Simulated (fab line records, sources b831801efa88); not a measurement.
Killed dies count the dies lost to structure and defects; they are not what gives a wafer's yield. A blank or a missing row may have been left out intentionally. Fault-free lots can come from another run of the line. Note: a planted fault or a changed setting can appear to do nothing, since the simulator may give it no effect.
Comparing a struck lot with a sound one ; flow sky130 ; 44 out of 708 route steps
Sound: the wafers L662.1, L662.2, L662.4. Wafers L663.2, L663.4, L663.5 were the ones struck. At the end, the cause is stated.
For every step that has rows: the tool of each side, followed by ch and its chambers, followed by its first start. Under that, the readings that differ: sound wafers ; struck wafers ; difference of the means ; sigmas: that difference in standard deviations of wafers without a fault.
alike: same words and numbers on both sides, and readings whose means sit less than 2 such deviations apart. not compared: any withheld reading, any reading some wafer has no value for, any bound like >300 that may hide the same value, and any number with overlapping values for which the record gives no deviation.
The two part at a step that has a row with sigmas, a row that says differs or no value, or rows on one side only. Non-overlapping numbers with no deviation appear without sigmas and do not part them. Lack of a reading on every wafer of one side parts them only where that side has two or more wafers.

first, 3 steps without rows for these wafers: SKY_FIELD_ISO_CLEAN_20 (cleans in dHF, time 20 s); SKY_FIELD_ISO_WET_ETCH_21 (etches SiO2 in dHF, target depth 20 nm, time 400 s); SKY_FIELD_ISO_OXIDATION_22 (stabilise 600 s, purge 300 s, target thk 10 nm).
SKY_FIELD_ISO_THK_MEAS_23:
  struck on film-metro-04, day 2 10:54; sound on film-metro-02, day 2 06:17
  alike: FIELD_ISO_OXIDATION_01_THK
then, 1 step without rows for these wafers: SKY_FIELD_ISO_CVD_24 (deposits SiO2, target thk 595 nm, time 99.2 s).
SKY_FIELD_ISO_THK_MEAS_25:
  struck on film-metro-04, day 2 11:02; sound on film-metro-01, day 2 06:25
reading;sound;struck;difference;sigmas
FIELD_ISO_CVD_24_THK (nm);588 578 575;607 593 603;+21;+3
then, 1 step without rows for these wafers: SKY_FIELD_ISO_ANNEAL_26 (time 1800 s).
SKY_FIELD_ISO_CMP_27: polishes, stops on Si3N4, t overpolish 16 s, target thk 457.8 nm.
  sound on cmp-02 ch 0,1,2, day 2 08:08; struck on cmp-02 ch 0,1, day 2 12:41
reading;sound;struck;difference;sigmas
overpolish-run-s (s);16.006 16.011 16.015;15.989 15.987 15.992;-0.021;-2
  alike: motor-current-A, time-to-endpoint-s
then, 4 steps without rows for these wafers: SKY_FIELD_ISO_WET_ETCH_28 (etches SiO2 in dHF, target depth 23.7 nm, time 47 s); SKY_FIELD_ISO_WET_ETCH_29 (etches Si3N4 in H3PO4, target depth 160 nm, time 1825 s); SKY_FIELD_ISO_WET_ETCH_30 (etches SiO2 in dHF, target depth 25 nm, time 50 s); SKY_NWELL_CLEAN_00 (cleans in SC1/SC2, time 150 s).
SKY_NWELL_OXIDATION_01: stabilise 600 s, purge 300 s, target thk 10 nm.
  sound on furnace-02 ch 0, day 2 09:12; struck on furnace-01 ch 0, day 2 15:13
reading;sound;struck;difference;sigmas
zone-power-bottom-pct (%);27.7 27.4 27.2;29.9 30.7 30.4;+2.9;+2
  alike: tube_center_temp_C_max
SKY_NWELL_THK_MEAS_02:
  struck on film-metro-03, day 2 16:38; sound on film-metro-01, day 2 10:35
reading;sound;struck;difference;sigmas
NWELL_OXIDATION_THK (nm);9.78 9.96 10.05;16.25 16.31 16.06;+6.28;+39
then, 8 steps without rows for these wafers: SKY_DNWELL_DEHYDRATE_00 (time 60 s); SKY_DNWELL_HMDS_01 (prime time 60 s); SKY_DNWELL_COAT_02 (resist thk 3000 nm); SKY_DNWELL_SOFTBAKE_03; SKY_DNWELL_EXPOSE_04 (exposes mask DNM, target cd 3000 nm); SKY_DNWELL_PEB_05; SKY_DNWELL_DEVELOP_06 (develop time 60 s); SKY_DNWELL_IMPLANT_07.
SKY_DNWELL_STRIP_08: strips in O2/N2.
  sound on plasma-asher-04 ch 0,1, day 3 02:20; struck on plasma-asher-04 ch 0,1, day 3 06:56
  alike: drypump-motor-current-A, oes-product-au, strip-time-to-endpoint-s
  not compared: rf-hours-counter-h
SKY_DNWELL_TW_MEAS_09:
  struck on film-metro-01, day 3 07:04; sound on film-metro-03, day 3 02:26
  alike: DNWELL_TW
then, 7 steps without rows for these wafers: SKY_PWDE_DEHYDRATE_00 (time 60 s); SKY_PWDE_HMDS_01 (prime time 60 s); SKY_PWDE_COAT_02 (resist thk 3000 nm); SKY_PWDE_SOFTBAKE_03; SKY_PWDE_EXPOSE_04 (exposes mask PWDEM, target cd 840 nm); SKY_PWDE_PEB_05; SKY_PWDE_DEVELOP_06 (develop time 60 s).
SKY_PWDE_OVL_MEAS_07:
  struck on overlay-01, day 3 22:47; sound on overlay-01, day 3 17:23
  alike: PWDE_OVL
next, for these wafers, 1 step has no rows: SKY_PWDE_IMPLANT_08.
SKY_PWDE_STRIP_09: strips in O2/N2.
  sound on plasma-asher-04 ch 0,1, day 3 17:34; struck on plasma-asher-03 ch 0,1, day 3 22:58
  alike: drypump-motor-current-A, oes-product-au, strip-time-to-endpoint-s
  not compared: rf-hours-counter-h
SKY_PWDE_TW_MEAS_10:
  struck on film-metro-01, day 3 23:04; sound on film-metro-01, day 3 17:40
  alike: PWDE_TW
then, 7 steps without rows for these wafers: SKY_NWELL_DEHYDRATE_03 (time 60 s); SKY_NWELL_HMDS_04 (prime time 60 s); SKY_NWELL_COAT_05 (resist thk 3000 nm); SKY_NWELL_SOFTBAKE_06; SKY_NWELL_EXPOSE_07 (exposes mask NWM, target cd 840 nm); SKY_NWELL_PEB_08; SKY_NWELL_DEVELOP_09 (develop time 60 s).
SKY_NWELL_CLEAN_27: cleans in SC1/SC2, time 150 s.
  sound on wet-bench-04 ch 3, day 5 04:07; struck on wet-bench-01 ch 1, day 5 10:01
reading;sound;struck;difference;sigmas
model.SiO2_of_NWELL_OXIDATION_01.thk-nm (nm);9.468 9.617 9.655;15.86 15.94 15.72;+6.26;
-- the record jumps here: 41 days lie between the struck wafers' starts before and after (it left off in module NWELL and takes up again in module PAD_OPEN, whose first step shown is number 708 of the route) --
SKY_PAD_OPEN_PROBE_99:
  struck on prober-02, day 46 08:06; sound on prober-01, day 46 05:59
reading;sound;struck;difference;sigmas
killed-at-front-end;4 6 11;15 18 16;+9;+2
model.etest.nfet_16v.r-on-ohm-um;1.411e+04 1.416e+04 1.418e+04;1.347e+04 1.352e+04 1.364e+04;-6.067e+02;
model.etest.tip-p.rs-ohm-sq;6898 6927 6943;7103 7055 7044;+145;
model.etest.pfet_01v8.r-on-ohm-um;2869 2970 2938;3033 3054 3009;+106;
model.etest.pfet-g5v0d10v5.r-on-ohm-um;4675 4664 4673;4863 4876 4822;+183;
model.etest.res-pwell-under-gate.rs-ohm-sq;2294 2322 2312;2329 2335 2341;+26;
model.etest.pfet_01v8_mvt.drive-ua-um;152.4 148.5 147.6;140 140.1 138.9;-10;
model.etest.pfet_01v8.drive-ua-um;195.7 186.4 187.4;180.9 180.3 181.2;-9.0;
  alike: killed_at_M0_to_M3, killed_at_M4_up, killed-at-contacts, killed-at-other, killed-dies, killed-open, killed-short
  not compared: model.etest.sonos-erased.drive-ua-um

== WHERE THEY PART ==
At SKY_FIELD_ISO_THK_MEAS_25 first; at SKY_PAD_OPEN_PROBE_99 last (within this record only).

WHY: what had been put in by the simulator
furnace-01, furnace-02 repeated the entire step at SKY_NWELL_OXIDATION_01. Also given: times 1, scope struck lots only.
